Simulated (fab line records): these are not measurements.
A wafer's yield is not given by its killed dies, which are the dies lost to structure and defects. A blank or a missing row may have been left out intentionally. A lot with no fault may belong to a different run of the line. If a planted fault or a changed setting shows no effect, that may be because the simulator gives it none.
Which of the tools did it? || flow sky130 || 12 lots with 36 wafers sampled at 5 steps, on a route of 708 steps

== WHAT EACH GAUGE READ, for each wafer ==
SKY_VIA1_THK_MEAS_23: measures by xrf.
{"lot": "L959", "measured": "day 33 19:10", "on": "filmMetro-04", "VIA1_W_THK (nm)": "278 275 276"}
{"lot": "L961", "measured": "day 34 17:58", "on": "filmMetro-04", "VIA1_W_THK (nm)": "272 276 272"}
{"lot": "L965", "measured": "day 36 04:15", "on": "filmMetro-02", "VIA1_W_THK (nm)": "271 271 270"}
{"lot": "L966", "measured": "day 36 13:19", "on": "filmMetro-01", "VIA1_W_THK (nm)": "273 273 271"}
{"lot": "L967", "measured": "day 36 15:38", "on": "filmMetro-02", "VIA1_W_THK (nm)": "269 265 269"}
{"lot": "L973", "measured": "day 38 06:39", "on": "filmMetro-04", "VIA1_W_THK (nm)": "275 272 271"}
{"lot": "L975", "measured": "day 38 23:38", "on": "filmMetro-04", "VIA1_W_THK (nm)": "279 278 276"}
{"lot": "L976", "measured": "day 39 01:49", "on": "filmMetro-02", "VIA1_W_THK (nm)": "267 266 268"}
{"lot": "L978", "measured": "day 39 18:15", "on": "filmMetro-01", "VIA1_W_THK (nm)": "273 273 269"}
{"lot": "L979", "measured": "day 40 02:17", "on": "filmMetro-02", "VIA1_W_THK (nm)": "262 265 267"}
{"lot": "L980", "measured": "day 40 07:20", "on": "filmMetro-04", "VIA1_W_THK (nm)": "277 276 276"}
{"lot": "L982", "measured": "day 40 16:34", "on": "filmMetro-04", "VIA1_W_THK (nm)": "284 280 281"}

SKY_METAL2_THK_MEAS_06: measures by xrf.
{"lot": "L959", "measured": "day 33 19:47", "on": "filmMetro-01", "METAL2_ALCU_THK (nm)": "252.0 246.6 252.6"}
{"lot": "L961", "measured": "day 34 18:35", "on": "filmMetro-01", "METAL2_ALCU_THK (nm)": "251.0 256.7 255.0"}
{"lot": "L965", "measured": "day 36 04:52", "on": "filmMetro-01", "METAL2_ALCU_THK (nm)": "252.4 252.4 253.3"}
{"lot": "L966", "measured": "day 36 13:59", "on": "filmMetro-01", "METAL2_ALCU_THK (nm)": "249.5 249.3 249.4"}
{"lot": "L967", "measured": "day 36 16:16", "on": "filmMetro-01", "METAL2_ALCU_THK (nm)": "250.7 248.8 249.8"}
{"lot": "L973", "measured": "day 38 07:16", "on": "filmMetro-01", "METAL2_ALCU_THK (nm)": "255.5 253.3 253.6"}
{"lot": "L975", "measured": "day 39 00:16", "on": "filmMetro-03", "METAL2_ALCU_THK (nm)": "253.4 255.3 255.8"}
{"lot": "L976", "measured": "day 39 02:26", "on": "filmMetro-04", "METAL2_ALCU_THK (nm)": "247.6 245.9 247.1"}
{"lot": "L978", "measured": "day 39 18:52", "on": "filmMetro-03", "METAL2_ALCU_THK (nm)": "253.4 254.0 253.0"}
{"lot": "L979", "measured": "day 40 02:55", "on": "filmMetro-01", "METAL2_ALCU_THK (nm)": "253.8 248.0 252.0"}
{"lot": "L980", "measured": "day 40 07:58", "on": "filmMetro-03", "METAL2_ALCU_THK (nm)": "249.2 249.7 247.1"}
{"lot": "L982", "measured": "day 40 17:11", "on": "filmMetro-01", "METAL2_ALCU_THK (nm)": "252.8 255.4 253.7"}

SKY_VIA2_THK_MEAS_01.
{"lot": "L959", "measured": "day 34 23:04", "on": "filmMetro-02", "VIA2_HDPCVD_THK (nm)": "1175 1194 1176"}
{"lot": "L961", "measured": "day 35 21:39", "on": "filmMetro-04", "VIA2_HDPCVD_THK (nm)": "1183 1191 1176"}
{"lot": "L965", "measured": "day 37 08:24", "on": "filmMetro-03", "VIA2_HDPCVD_THK (nm)": "1185 1177 1179"}
{"lot": "L966", "measured": "day 37 16:48", "on": "filmMetro-03", "VIA2_HDPCVD_THK (nm)": "1186 1188 1197"}
{"lot": "L967", "measured": "day 37 19:19", "on": "filmMetro-03", "VIA2_HDPCVD_THK (nm)": "1175 1158 1180"}
{"lot": "L973", "measured": "day 39 08:41", "on": "filmMetro-03", "VIA2_HDPCVD_THK (nm)": "1177 1183 1184"}
{"lot": "L975", "measured": "day 40 02:12", "on": "filmMetro-03", "VIA2_HDPCVD_THK (nm)": "1171 1175 1181"}
{"lot": "L976", "measured": "day 40 03:41", "on": "filmMetro-03", "VIA2_HDPCVD_THK (nm)": "1185 1189 1210"}
{"lot": "L978", "measured": "day 40 19:37", "on": "filmMetro-02", "VIA2_HDPCVD_THK (nm)": "1166 1170 1188"}
{"lot": "L979", "measured": "day 41 04:08", "on": "filmMetro-04", "VIA2_HDPCVD_THK (nm)": "1191 1186 1200"}
{"lot": "L980", "measured": "day 41 09:49", "on": "filmMetro-04", "VIA2_HDPCVD_THK (nm)": "1192 1203 1202"}
{"lot": "L982", "measured": "day 41 18:49", "on": "filmMetro-02", "VIA2_HDPCVD_THK (nm)": "1186 1199 1188"}

== TOOL THAT RAN EACH LOT (tool first, then ch and the chambers of the sampled wafers, then the start) ==
{"lot": "L959", "SKY_METAL2_ETCH_18": "rieMetal-04 ch 0,1, day 34 22:12", "SKY_METAL2_STRIP_20": "plasmaAsher-02 ch 0, day 34 22:21"}
{"lot": "L961", "SKY_METAL2_ETCH_18": "rieMetal-04 ch 0,1, day 35 20:46", "SKY_METAL2_STRIP_20": "plasmaAsher-01 ch 0,1, day 35 20:55"}
{"lot": "L965", "SKY_METAL2_ETCH_18": "rieMetal-04 ch 0,1, day 37 07:30", "SKY_METAL2_STRIP_20": "plasmaAsher-02 ch 0,1, day 37 07:40"}
{"lot": "L966", "SKY_METAL2_ETCH_18": "rieMetal-04 ch 0,1, day 37 15:54", "SKY_METAL2_STRIP_20": "plasmaAsher-01 ch 0,1, day 37 16:03"}
{"lot": "L967", "SKY_METAL2_ETCH_18": "rieMetal-02 ch 0,1, day 37 18:25", "SKY_METAL2_STRIP_20": "plasmaAsher-03 ch 0,1, day 37 18:35"}
{"lot": "L973", "SKY_METAL2_ETCH_18": "rieMetal-02 ch 0,1, day 39 07:45", "SKY_METAL2_STRIP_20": "plasmaAsher-03 ch 0,1, day 39 07:54"}
{"lot": "L975", "SKY_METAL2_ETCH_18": "rieMetal-04 ch 0,1, day 40 01:19", "SKY_METAL2_STRIP_20": "plasmaAsher-01 ch 0,1, day 40 01:29"}
{"lot": "L976", "SKY_METAL2_ETCH_18": "rieMetal-04 ch 0,1, day 40 02:48", "SKY_METAL2_STRIP_20": "plasmaAsher-02 ch 0,1, day 40 02:58"}
{"lot": "L978", "SKY_METAL2_ETCH_18": "rieMetal-03 ch 0,1, day 40 18:42", "SKY_METAL2_STRIP_20": "plasmaAsher-01 ch 0,1, day 40 18:51"}
{"lot": "L979", "SKY_METAL2_ETCH_18": "rieMetal-03 ch 0,1, day 41 03:15", "SKY_METAL2_STRIP_20": "plasmaAsher-03 ch 0,1, day 41 03:24"}
{"lot": "L980", "SKY_METAL2_ETCH_18": "rieMetal-02 ch 0,1, day 41 08:56", "SKY_METAL2_STRIP_20": "plasmaAsher-03 ch 0, day 41 09:05"}
{"lot": "L982", "SKY_METAL2_ETCH_18": "rieMetal-04 ch 0,1, day 41 17:57", "SKY_METAL2_STRIP_20": "plasmaAsher-01 ch 0,1, day 41 18:06"}
- SKY_METAL2_ETCH_18: etches BARC in N2/H2, stops on SiO2, time 45.9 s, target depth 60 nm.
- SKY_METAL2_STRIP_20: strips in O2/N2.

== WHAT THE TOOLS THEMSELVES READ (means of the sampled wafers that have a number; where no wafer has one, the mark that the record gives instead) ==
SKY_METAL2_ETCH_18.
{"lot": "L959", "tool": "rieMetal-04", "drypumpMotorCurrentA (A)": 5.3, "n2FlowSccm (sccm)": 100.07, "oesProductAu (a.u.)": 0.853, "throttleValvePct (%)": 13.224}
{"lot": "L961", "tool": "rieMetal-04", "drypumpMotorCurrentA (A)": 5.5, "n2FlowSccm (sccm)": 99.91, "oesProductAu (a.u.)": 0.854, "throttleValvePct (%)": 13.214}
{"lot": "L965", "tool": "rieMetal-04", "drypumpMotorCurrentA (A)": 5.3, "n2FlowSccm (sccm)": 100.24, "oesProductAu (a.u.)": 0.818, "throttleValvePct (%)": 13.224}
{"lot": "L966", "tool": "rieMetal-04", "drypumpMotorCurrentA (A)": 5.5, "n2FlowSccm (sccm)": 100.09, "oesProductAu (a.u.)": 0.769, "throttleValvePct (%)": 13.228}
{"lot": "L967", "tool": "rieMetal-02", "drypumpMotorCurrentA (A)": 6.1, "n2FlowSccm (sccm)": 99.87, "oesProductAu (a.u.)": 0.855, "throttleValvePct (%)": 13.235}
{"lot": "L973", "tool": "rieMetal-02", "drypumpMotorCurrentA (A)": 6.1, "n2FlowSccm (sccm)": 99.78, "oesProductAu (a.u.)": 0.852, "throttleValvePct (%)": 13.218}
{"lot": "L975", "tool": "rieMetal-04", "drypumpMotorCurrentA (A)": 5.3, "n2FlowSccm (sccm)": 100.34, "oesProductAu (a.u.)": 0.852, "throttleValvePct (%)": 13.226}
{"lot": "L976", "tool": "rieMetal-04", "drypumpMotorCurrentA (A)": 5.3, "n2FlowSccm (sccm)": 100.35, "oesProductAu (a.u.)": 0.852, "throttleValvePct (%)": 13.231}
{"lot": "L978", "tool": "rieMetal-03", "drypumpMotorCurrentA (A)": 5.8, "n2FlowSccm (sccm)": 99.66, "oesProductAu (a.u.)": 0.853, "throttleValvePct (%)": 13.229}
{"lot": "L979", "tool": "rieMetal-03", "drypumpMotorCurrentA (A)": 5.8, "n2FlowSccm (sccm)": 99.88, "oesProductAu (a.u.)": 0.852, "throttleValvePct (%)": 13.224}
{"lot": "L980", "tool": "rieMetal-02", "drypumpMotorCurrentA (A)": 6.1, "n2FlowSccm (sccm)": 99.99, "oesProductAu (a.u.)": 0.860, "throttleValvePct (%)": 13.215}
{"lot": "L982", "tool": "rieMetal-04", "drypumpMotorCurrentA (A)": 5.3, "n2FlowSccm (sccm)": 99.97, "oesProductAu (a.u.)": 0.857, "throttleValvePct (%)": 13.224}

SKY_METAL2_STRIP_20.
{"lot": "L959", "tool": "plasmaAsher-02", "drypumpMotorCurrentA (A)": 6.2, "n2FlowSccm (sccm)": 299.5, "o2FlowSccm (sccm)": 2984, "oesProductAu (a.u.)": 0.343, "stripTimeToEndpointS (s)": 2.71}
{"lot": "L961", "tool": "plasmaAsher-01", "drypumpMotorCurrentA (A)": 5.3, "n2FlowSccm (sccm)": 300.0, "o2FlowSccm (sccm)": 3003, "oesProductAu (a.u.)": 0.347, "stripTimeToEndpointS (s)": 2.75}
{"lot": "L965", "tool": "plasmaAsher-02", "drypumpMotorCurrentA (A)": 5.9, "n2FlowSccm (sccm)": 300.6, "o2FlowSccm (sccm)": 2997, "oesProductAu (a.u.)": 0.348, "stripTimeToEndpointS (s)": 2.77}
{"lot": "L966", "tool": "plasmaAsher-01", "drypumpMotorCurrentA (A)": 5.3, "n2FlowSccm (sccm)": 299.3, "o2FlowSccm (sccm)": 2991, "oesProductAu (a.u.)": 0.352, "stripTimeToEndpointS (s)": 2.90}
{"lot": "L967", "tool": "plasmaAsher-03", "drypumpMotorCurrentA (A)": 5.3, "n2FlowSccm (sccm)": 299.9, "o2FlowSccm (sccm)": 3000, "oesProductAu (a.u.)": 0.343, "stripTimeToEndpointS (s)": 2.64}
{"lot": "L973", "tool": "plasmaAsher-03", "drypumpMotorCurrentA (A)": 5.4, "n2FlowSccm (sccm)": 299.8, "o2FlowSccm (sccm)": 3004, "oesProductAu (a.u.)": 0.339, "stripTimeToEndpointS (s)": 2.65}
{"lot": "L975", "tool": "plasmaAsher-01", "drypumpMotorCurrentA (A)": 5.1, "n2FlowSccm (sccm)": 300.1, "o2FlowSccm (sccm)": 3000, "oesProductAu (a.u.)": 0.344, "stripTimeToEndpointS (s)": 2.71}
{"lot": "L976", "tool": "plasmaAsher-02", "drypumpMotorCurrentA (A)": 5.9, "n2FlowSccm (sccm)": 298.9, "o2FlowSccm (sccm)": 2993, "oesProductAu (a.u.)": 0.341, "stripTimeToEndpointS (s)": 2.75}
{"lot": "L978", "tool": "plasmaAsher-01", "drypumpMotorCurrentA (A)": 5.2, "n2FlowSccm (sccm)": 299.1, "o2FlowSccm (sccm)": 3003, "oesProductAu (a.u.)": 0.343, "stripTimeToEndpointS (s)": 2.70}
{"lot": "L979", "tool": "plasmaAsher-03", "drypumpMotorCurrentA (A)": 5.0, "n2FlowSccm (sccm)": 299.5, "o2FlowSccm (sccm)": 3000, "oesProductAu (a.u.)": 0.344, "stripTimeToEndpointS (s)": 2.71}
{"lot": "L980", "tool": "plasmaAsher-03", "drypumpMotorCurrentA (A)": 5.7, "n2FlowSccm (sccm)": 301.4, "o2FlowSccm (sccm)": 3008, "oesProductAu (a.u.)": 0.339, "stripTimeToEndpointS (s)": 2.70}
{"lot": "L982", "tool": "plasmaAsher-01", "drypumpMotorCurrentA (A)": 5.1, "n2FlowSccm (sccm)": 299.8, "o2FlowSccm (sccm)": 2995, "oesProductAu (a.u.)": 0.346, "stripTimeToEndpointS (s)": 2.72}

== THE ANSWER, worked out from the rows above alone ==
Rule: what is usual is taken from the lots themselves. Put in order of their means at a reading, lots are off if they are a third of the lots or fewer, leave a main group of 4 or more, and stand apart from it by a gap of 3 or more times the standard deviation of the main group's means; of several such gaps the widest counts. A main group whose means are all the same, to the digits that the tables above print for the reading, isn't used. A lot without any number at a reading at which 4 lots or more have one is off too. The other lots that the step has rows for count as sound. First the gauges in route order, then the tools' own readings, where a lot's mean is used as printed above. At the first step where some lot is off, the reading lying furthest off is the one used; lots without a number count as furthest.
Off: L965, L966 (SKY_METAL2_ETCH_18, oesProductAu). The main group: mean 0.854 a.u., standard deviation 0.0025.
If a tool, at that step or one of the process steps before it, ran each lot that is off and ran no sound lot following the first of them, it fits. Of those tried, none fits.

== WHAT THE SIMULATOR HAD PUT IN ==
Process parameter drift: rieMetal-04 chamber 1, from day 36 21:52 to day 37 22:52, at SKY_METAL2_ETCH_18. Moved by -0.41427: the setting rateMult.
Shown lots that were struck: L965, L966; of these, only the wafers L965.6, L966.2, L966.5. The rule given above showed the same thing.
